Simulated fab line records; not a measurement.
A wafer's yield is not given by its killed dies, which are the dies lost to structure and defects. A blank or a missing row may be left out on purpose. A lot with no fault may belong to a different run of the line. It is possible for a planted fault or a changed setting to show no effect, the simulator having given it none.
Split-lot trial ; flow sfq_line ; 5 lots, 23 wafers read, on a route of 325 steps

== SPLIT DETAILS ==
At SFQ_TRILAYER_M2_DEP_SPUTTER_055 (material Nb, target thk 200 nm, time 133.3 s), the setting time_s was moved away from the recipe's 133.3 s on 9 of the 23 wafers read, by -14.2% to +8.3%. For the rest of the wafers, this setting stayed at what the recipe calls for.

== FROM THE SPLIT TO THE READING: what the file shows between them, 3 steps ==
- SFQ_M2_RS_MEAS_914: measures by four-point-probe
- SFQ_TRILAYER_M2_LITHO_COAT_057: resist thk 600 nm (also split here: spin_rpm)
- SFQ_TRILAYER_M2_BARC_OPEN_METAL_ETCH_077: etches BARC in O2, target depth 125 nm, time 41.7 s (also split here: bias_w)

== THE READING ==
oes_product_au, in a.u., at SFQ_TRILAYER_M2_ETCH_METAL_ETCH_060 (etches Nb in Cl2/Ar, stops on SiO2, target depth 240 nm, time 120 s). Typical for fault-free wafers on this fab line: 0.893 a.u., with standard deviation 0.007 a.u.

wafer;tool, chamber at the split;time_s as run, s;against the recipe;oes_product_au, a.u.;against lot-mates on the recipe
L077.1;pvd_sputter-04, -;114.4;-14.2%;0.812;-0.076
L077.2;pvd_sputter-04, -;133.3;recipe;0.888;-
L077.3;pvd_sputter-04, -;133.3;recipe;0.886;-
L077.4;pvd_sputter-04, -;133.3;recipe;0.891;-
L077.5;pvd_sputter-04, -;114.4;-14.2%;0.820;-0.068
L079.1;pvd_sputter-04, -;133.3;recipe;0.894;-
L079.2;pvd_sputter-04, -;144.3;+8.3%;0.941;+0.049
L079.3;pvd_sputter-04, -;144.3;+8.3%;0.932;+0.040
L079.5;pvd_sputter-04, -;133.3;recipe;0.890;-
L079.6;pvd_sputter-04, -;144.3;+8.3%;0.928;+0.036
L080.1;pvd_sputter-03, -;133.3;recipe;0.899;-
L080.2;pvd_sputter-03, -;133.3;recipe;0.902;-
L080.3;pvd_sputter-03, -;140;+5.0%;0.930;+0.029
L080.4;pvd_sputter-03, -;133.3;recipe;0.903;-
L080.6;pvd_sputter-03, -;140;+5.0%;0.925;+0.024
L081.2;pvd_sputter-03, -;124.1;-6.9%;0.864;-0.037
L081.3;pvd_sputter-03, -;124.1;-6.9%;0.861;-0.040
L081.4;pvd_sputter-03, -;133.3;recipe;0.900;-
L081.5;pvd_sputter-03, -;133.3;recipe;0.899;-
L081.6;pvd_sputter-03, -;133.3;recipe;0.905;-
L083.2;pvd_sputter-04, -;133.3;recipe;0.897;-
L083.4;pvd_sputter-04, -;133.3;recipe;0.887;-
L083.5;pvd_sputter-04, -;133.3;recipe;0.889;-

FIT RESULTS
A straight line over all 23 wafers: oes_product_au changes by +0.00528 a.u. for each +1% of time_s; r = +0.98; the points scatter about the line by 0.0065 a.u.
The same after taking each lot's own level away (the mean of its wafers on the recipe; 23 wafers): +0.00516 a.u. for each +1%; r = +0.99; scatter 0.0036 a.u.
The reading moves by 0.073 a.u. for the largest change in time_s, on that fit.
The lots' own levels span 0.8883 to 0.9013 a.u., that is 1.9 times the standard deviation above.
Hence the lot-to-lot level has little effect on the slope; both slopes agree.
Check: for one of the wafers moved furthest among these (-14.2%), held out of the fit, the line's prediction against its lot-mates is -0.0722 a.u. It came out at -0.0763 a.u. against them.

== OTHER SPLITS APPLIED TO THESE WAFERS ==
Before the reading, these wafers also passed through other splits. Each is held against what the fit with the lots' levels taken away leaves over:
other split on the same wafers;wafers away from the commonest value;r with oes_product_au (lot level and that fit taken away)
SFQ_TRILAYER_M1_LITHO_COAT_039 resist_thk_nm;9;+0.24
SFQ_TRILAYER_M1_ETCH_METAL_ETCH_042 icp_w;7;-0.06
SFQ_TRILAYER_I1_CMP_CMP_046 leave_above_ref_nm;7;+0.28
SFQ_TRILAYER_I1_VIA_BARC_OPEN_VIA_ETCH_071 time_s;10;+0.28
SFQ_TRILAYER_M2_LITHO_COAT_057 spin_rpm;9;+0.02
SFQ_TRILAYER_M2_BARC_OPEN_METAL_ETCH_077 bias_w;9;-0.12

== THE WHOLE CHAIN: every reading that the file lists as answering this split, in the file's order ==
step;what it does;reading;change (the file's fit);r (the file's)
SFQ_TRILAYER_M2_DEP_SPUTTER_055;material Nb, target thk 200 nm, time 133.3 s;Nb_of_TRILAYER_M2_DEP_SPUTTER_055.thk_nm (the simulator's own value, which no gauge read);+2.01 nm for each +1% of the setting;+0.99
SFQ_M2_RS_MEAS_914;measures by four-point-probe;M2_NB_RS;-0.00991 for each +1% of the setting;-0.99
SFQ_TRILAYER_M2_ETCH_METAL_ETCH_060;etches Nb in Cl2/Ar, stops on SiO2, target depth 240 nm, time 120 s;oes_product_au;+0.00517 a.u. for each +1% of the setting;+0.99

== THE FILE'S OWN FIT ==
oes_product_au changes by +0.00517 a.u. for each +1% of time_s, r = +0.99.
